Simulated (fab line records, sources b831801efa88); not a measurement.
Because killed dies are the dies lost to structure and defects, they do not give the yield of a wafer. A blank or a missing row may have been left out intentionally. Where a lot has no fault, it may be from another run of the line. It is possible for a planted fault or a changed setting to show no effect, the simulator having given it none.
Which tool is to blame? -- flow sky130 -- 10 lots (30 wafers sampled), 1 step of a 708-step route

## WHAT EACH GAUGE READ, for each wafer
SKY_POLY_GATE_OVL_MEAS_14.
lot,measured,on,POLY_GATE_OVL (nm)
L698,day 16 19:05,overlay-01,0 -11 -4
L699,day 16 20:05,overlay-01,12 9 9
L701,day 17 18:20,overlay-01,-2 -8 -2
L710,day 21 06:24,overlay-02,9 16 17
L713,day 22 10:11,overlay-02,-4 -1 2
L714,day 22 19:24,overlay-01,4 1 3
L716,day 23 05:31,overlay-01,-3 -2 14
L717,day 23 19:41,overlay-01,5 9 10
L718,day 24 02:19,overlay-01,3 1 0
L719,day 24 10:16,overlay-01,-5 4 9

## EACH LOT AND THE TOOL THAT RAN IT (in order: tool; ch and the chambers of the sampled wafers; start)
There is no process step in the record ahead of these readings.

## THE ANSWER, worked out from the rows above alone
Rule: what is usual is taken from the lots themselves. Put in order of their means at a reading, lots are off if they are a third of the lots or fewer, leave a main group of 4 or more, and stand apart from it by a gap of 3 or more times the standard deviation of the main group's means; of several such gaps the widest counts. The tables above print the reading to a certain number of digits; a main group whose means all agree to those digits is not used. Also off: a lot with no number at a reading for which 4 or more lots have one. Where the step has rows for the other lots, those lots are counted as sound.
None of the lots is off at any reading shown; this tells nothing.

## WHAT THE SIMULATOR HAD INSERTED
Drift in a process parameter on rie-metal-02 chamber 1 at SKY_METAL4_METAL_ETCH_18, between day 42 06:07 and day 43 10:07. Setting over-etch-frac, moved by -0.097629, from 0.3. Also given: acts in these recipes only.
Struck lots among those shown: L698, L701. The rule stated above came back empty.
